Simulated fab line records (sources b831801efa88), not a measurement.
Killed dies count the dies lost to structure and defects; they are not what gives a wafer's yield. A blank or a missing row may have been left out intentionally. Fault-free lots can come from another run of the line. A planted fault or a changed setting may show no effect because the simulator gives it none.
Code-filled problem report in 8D (eight disciplines) form -- flow gf180mcu -- the parts of the form that need people (team, actions taken, sign-off) are left out

== 1. THE ISSUE ==
Wafers free of any fault read 0.386 ohm/sq (standard deviation 0.0034) for CONTACT_W_RS at GF_CONTACT_RS_MEAS_25, against a mean of 0.431 ohm/sq on 4 wafers of 3 lots. That is +13 standard deviations from the usual mean.
The step: measures by four-point-probe.
First seen on wafer L747.3, day 21 11:26, on film-metro-04. The record has a number at this step for 33 wafers belonging to 11 lots. The rule behind "out" and "out of limits": a value lying over 4 standard deviations away from the usual mean. The rest of the wafers with a number are treated as sound.

== 2. WHAT IT IS AND WHAT IT IS NOT ==
question,is,is not
which readings at this step,CONTACT_W_RS,-
which lots,"L747, L749, L750","L733, L735, L736, L742, L743, L748, L755, L756"
which wafers of those lots,"L747.3, L749.2, L750.1, L750.4","L747.2, L747.5, L749.1, L749.4, L750.2"
read on which gauges,"film-metro-02, film-metro-04",film-metro-03
when,from day 21 11:26,"up to then (17 sound wafers); but 12 sound wafers of L748, L749, L750, L755, L756 came after"

== 3. THE SUSPECTS, EACH WITH WHAT RULES IT OUT ==
Counting: if a tool at a process step up to the reading ran every lot that is out, it stays a suspect. Sound lots after the first of them don't rule it out here, since some wafers of a struck lot are sound.
- the gauge at GF_CONTACT_RS_MEAS_25 has been ruled out. 2 gauges (film-metro-02, film-metro-04) read the wafers that are out.
- cvd-w-02 at GF_CONTACT_CVD_24 (deposits W, target thk 300 nm, time 90.339 s): kept. Every lot that is out went through it, the first being L747 (day 21 11:19); the last sound lot it ran before that was L742 (day 19 08:43). On those wafers its own readings are out: susceptor-temp-C.
- The sound lot-mates ran in chamber 1 of cvd-w-02 at GF_CONTACT_CVD_24, but the wafers that are out ran in chamber 0.
Remaining after the count: cvd-w-02 at GF_CONTACT_CVD_24.

== 4. THE CAUSE (what the simulator had put in) ==
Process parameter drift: cvd-w-02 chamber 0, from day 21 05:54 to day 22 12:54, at GF_CONTACT_CVD_24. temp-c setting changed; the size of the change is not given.
This tool alone remained once counting was done.

== 5. SEQUENCE OF EFFECTS, ordered by route ==
Each row: a reading where the mean over the struck wafers with a number is more than 3 standard deviations away from the usual. Scope: only readings with a usual standard deviation given in the record; hours: median across lots of the time from each lot's start at the first step in this table that gives one to its start at this step; sigmas: change in usual standard deviations.
hours,step,reading,usual,on struck wafers,change,sigmas
0,GF_CONTACT_CVD_24,susceptor-temp-C,400.04 C,393.88,-6.16,-28
0,GF_CONTACT_RS_MEAS_25,CONTACT_W_RS,0.386 ohm/sq,0.431,+0.045,+13
4,GF_CONTACT_THK_MEAS_26,CONTACT_W_THK,290 nm,259,-31,-7.5
The process steps in it:
- GF_CONTACT_CVD_24: deposits W, target thk 300 nm, time 90.339 s.

== 6. WHAT WOULD HAVE CAUGHT IT SOONER ==
Counted from the fault's start at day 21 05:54, it took 6 hours until the first out-of-limits reading at a measuring or inspecting step in this record, taken at day 21 11:26.
The tool's own readings at GF_CONTACT_CVD_24 were out on every struck wafer that the step has a row for (susceptor-temp-C): an alarm limit on them would have fired on the first of those.
Of the lots that are out (3), L749, L750 began GF_CONTACT_CVD_24 on cvd-w-02 after day 21 11:26. A hold on the tool at that time would have spared those 2.
